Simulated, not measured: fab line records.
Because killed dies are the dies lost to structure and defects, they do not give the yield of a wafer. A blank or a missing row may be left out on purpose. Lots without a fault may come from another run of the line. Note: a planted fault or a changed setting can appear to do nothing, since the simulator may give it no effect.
A lot that was struck, set against a sound lot    flow gf180mcu    13 out of 602 route steps
Sound: wafers L151.2, L151.4, L151.6. Wafers struck: L142.1, L142.4, L142.5. At the end, the cause is stated.
Order at every step that has rows: each side's tool, ch and its chambers, its first start. Under that, the readings that differ: sound wafers    struck wafers    difference of the means    sigmas: that difference in standard deviations of wafers without a fault.
alike: words and numbers the same on both sides, and readings whose means are apart by under 2 such deviations; not compared: readings that were withheld, readings missing a value for some wafer, numbers with overlapping values and no deviation given by the record, and bounds like >300 which may hide the same value.
Wherever a step has rows on one side only, a row that says differs or no value, or a row with sigmas, the two part there. Numbers that have no deviation but don't overlap get no sigmas and don't part them. A reading that every wafer of one side lacks parts them only if that side has two wafers or more.

first, 5 steps without rows for these wafers: GF_STI_WET_ETCH_17 (etches Si3N4 in H3PO4, target depth 45 nm, time 514 s); GF_STI_CLEAN_18 (cleans in SC1/SC2, time 150 s); GF_STI_CLEAN_19 (cleans in dHF, time 20 s); GF_STI_WET_ETCH_20 (etches SiO2 in dHF, target depth 20 nm, time 400 s); GF_STI_OXIDATION_21 (stabilise 600 s, purge 300 s, target thk 15 nm).
GF_STI_THK_MEAS_22:
  struck on film metro-04, day 4 17:09; sound on film metro-03, day 6 15:39
  alike: STI_OXIDATION_01_THK
then, 1 step without rows for these wafers: GF_STI_CVD_23 (deposits SiO2, target thk 650 nm, time 108.3 s).
GF_STI_THK_MEAS_24:
  struck on film metro-01, day 4 17:17; sound on film metro-01, day 6 15:47
  alike: STI_CVD_23_THK
GF_STI_CMP_25: polishes, stops on Si3N4, t overpolish 33 s, target thk 524.6 nm.
  sound on cmp-01 ch 1,2,3, day 6 15:56; struck on cmp-01 ch 1,2,3, day 4 17:20
  alike: motor current A, overpolish run s, time to endpoint s
then, 3 steps without rows for these wafers: GF_STI_WET_ETCH_26 (etches SiO2 in dHF, target depth 94 nm, time 188 s); GF_STI_WET_ETCH_27 (etches Si3N4 in H3PO4, target depth 160 nm, time 1825 s); GF_STI_WET_ETCH_28 (etches SiO2 in dHF, target depth 20 nm, time 40 s).
GF_STI_OXIDATION_29: stabilise 600 s, purge 300 s, target thk 10 nm.
  struck on furnace-02, day 4 19:31; sound on furnace-02 ch 0, day 6 16:44
  no value came back on the struck wafers for ox temp c (C), ox temp c max, tube_center_temp_C_max, zone power upper pct (%); on the sound wafers ox temp c (C) reads 900.0 900.3 899.9

WHERE THEY PART
Only at GF_STI_OXIDATION_29, as far as this record shows.

WHY: what had been put in by the simulator
At GF_STI_OXIDATION_29, the step was skipped entirely on furnace-02 from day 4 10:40 on. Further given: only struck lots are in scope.
